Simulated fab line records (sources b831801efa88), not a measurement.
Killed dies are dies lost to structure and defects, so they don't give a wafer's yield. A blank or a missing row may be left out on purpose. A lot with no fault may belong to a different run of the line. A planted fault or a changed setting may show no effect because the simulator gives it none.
Commonality check across tools | flow gf180mcu | 11 lots and 33 wafers in the sample

## THE REASON FOR OPENING IT
At GF_M2_RS_MEAS_05 the reading M2_ALCU_RS is flagged on 2 of 11 lots. Wafers without a fault read 0.0692 ohm/sq, standard deviation 0.00086.
Rule: a lot is flagged in two cases, either no wafer of it has a number, or all its wafers with numbers fall more than 4 standard deviations from that mean. The rest of the lots are taken to be sound.

lot  | measured     | on            | M2_ALCU_RS (ohm/sq), wafer by wafer | flag
L510 | day 18 23:36 | film metro-04 | 0.0698 0.0716 0.0702                |
L511 | day 19 10:26 | film metro-03 | 0.0700 0.0691 0.0710                |
L513 | day 20 05:50 | film metro-03 | 0.0527 0.0531 0.0530                | FLAGGED
L517 | day 21 12:22 | film metro-01 | 0.0540 0.0524 0.0532                | FLAGGED
L524 | day 24 03:56 | film metro-03 | 0.0695 0.0701 0.0698                |
L525 | day 24 10:07 | film metro-04 | 0.0687 0.0693 0.0689                |
L526 | day 24 20:27 | film metro-03 | 0.0677 0.0678 0.0689                |
L527 | day 25 08:47 | film metro-01 | 0.0697 0.0700 0.0690                |
L528 | day 25 10:44 | film metro-03 | 0.0702 0.0692 0.0701                |
L530 | day 26 01:55 | film metro-01 | 0.0687 0.0696 0.0690                |
L531 | day 26 03:37 | film metro-03 | 0.0698 0.0680 0.0690                |
On average the flagged lots' numbers are 0.0531 ohm/sq, which is -0.0161 ohm/sq against the usual, or -19 standard deviations.

## EACH LOT AND THE TOOL IT RAN ON
2 process steps preceding the reading are held in the record, out of 602 steps in the route. Read each cell as the tool, then ch plus the chambers that the sampled wafers visited, then the start.
lot  | flag    | GF_V1_ETCH_16                      | GF_M2_SPUTTER_02
L510 |         | rie diel-04 ch 1,2,3, day 18 21:59 | pvd sputter-03, day 18 23:31
L511 |         | rie diel-01 ch 0,2,3, day 19 08:49 | pvd sputter-04, day 19 10:17
L513 | FLAGGED | rie diel-01 ch 0,2,3, day 20 04:14 | pvd sputter-04, day 20 05:44
L517 | FLAGGED | rie diel-01 ch 1,2,3, day 21 10:48 | pvd sputter-04, day 21 12:17
L524 |         | rie diel-04 ch 1,2,3, day 24 02:17 | pvd sputter-03, day 24 03:50
L525 |         | rie diel-01 ch 0,3, day 24 08:33   | pvd sputter-03, day 24 10:02
L526 |         | rie diel-03 ch 0,1,3, day 24 18:49 | pvd sputter-04, day 24 20:19
L527 |         | rie diel-03 ch 0,3, day 25 06:55   | pvd sputter-03, day 25 08:41
L528 |         | rie diel-03 ch 1,2,3, day 25 09:04 | pvd sputter-03, day 25 10:39
L530 |         | rie diel-01 ch 2,3, day 26 00:19   | pvd sputter-04, day 26 01:49
L531 |         | rie diel-03 ch 1,2,3, day 26 02:02 | pvd sputter-01, day 26 03:31
What the steps here do:
- GF_V1_ETCH_16: etches BARC in N2/H2.
- GF_M2_SPUTTER_02: material AlCu, target thk 450 nm, time 23.9 s.
- GF_M2_RS_MEAS_05: measures by four-point-probe.

## FLAGGED OVER TOTAL, TOOL BY TOOL (the gauges that took the reading come last)
step             | tool           | lots run | flagged | share of the flagged lots | sound lots run after its first flagged lot
GF_V1_ETCH_16    | rie diel-01    | 5        | 2       | all                       | 2 (L525,L530)
GF_V1_ETCH_16    | rie diel-03    | 4        | 0       | none                      | -
GF_V1_ETCH_16    | rie diel-04    | 2        | 0       | none                      | -
GF_M2_SPUTTER_02 | pvd sputter-01 | 1        | 0       | none                      | -
GF_M2_SPUTTER_02 | pvd sputter-03 | 5        | 0       | none                      | -
GF_M2_SPUTTER_02 | pvd sputter-04 | 5        | 2       | all                       | 2 (L526,L530)
GF_M2_RS_MEAS_05 | film metro-01  | 3        | 1       | some                      | 2 (L527,L530)
GF_M2_RS_MEAS_05 | film metro-03  | 6        | 1       | some                      | 4 (L524,L526,L528,L531)
GF_M2_RS_MEAS_05 | film metro-04  | 2        | 0       | none                      | -

## THE TABLE: WHAT IT ALLOWS
Table rows that saw every flagged lot: 2, namely rie diel-01 at GF_V1_ETCH_16 and pvd sputter-04 at GF_M2_SPUTTER_02.
- rie diel-01 at GF_V1_ETCH_16 ran 5 lots, 2 of them flagged. Lots that were sound ran on it after the first flagged one (L525, L530); a persistent fault on the entire tool would not allow that.
- pvd sputter-04 at GF_M2_SPUTTER_02 ran 5 lots, 2 of them flagged. Lots that were sound ran on it after the first flagged one (L526, L530); a persistent fault on the entire tool would not allow that. Its own readings (cathode dc power W) fall more than 4 standard deviations out on all wafers of the flagged lots.
None of the table's rows ran every flagged lot and, after the first, no sound lot.

## WHAT THE SIMULATOR HAD INSERTED
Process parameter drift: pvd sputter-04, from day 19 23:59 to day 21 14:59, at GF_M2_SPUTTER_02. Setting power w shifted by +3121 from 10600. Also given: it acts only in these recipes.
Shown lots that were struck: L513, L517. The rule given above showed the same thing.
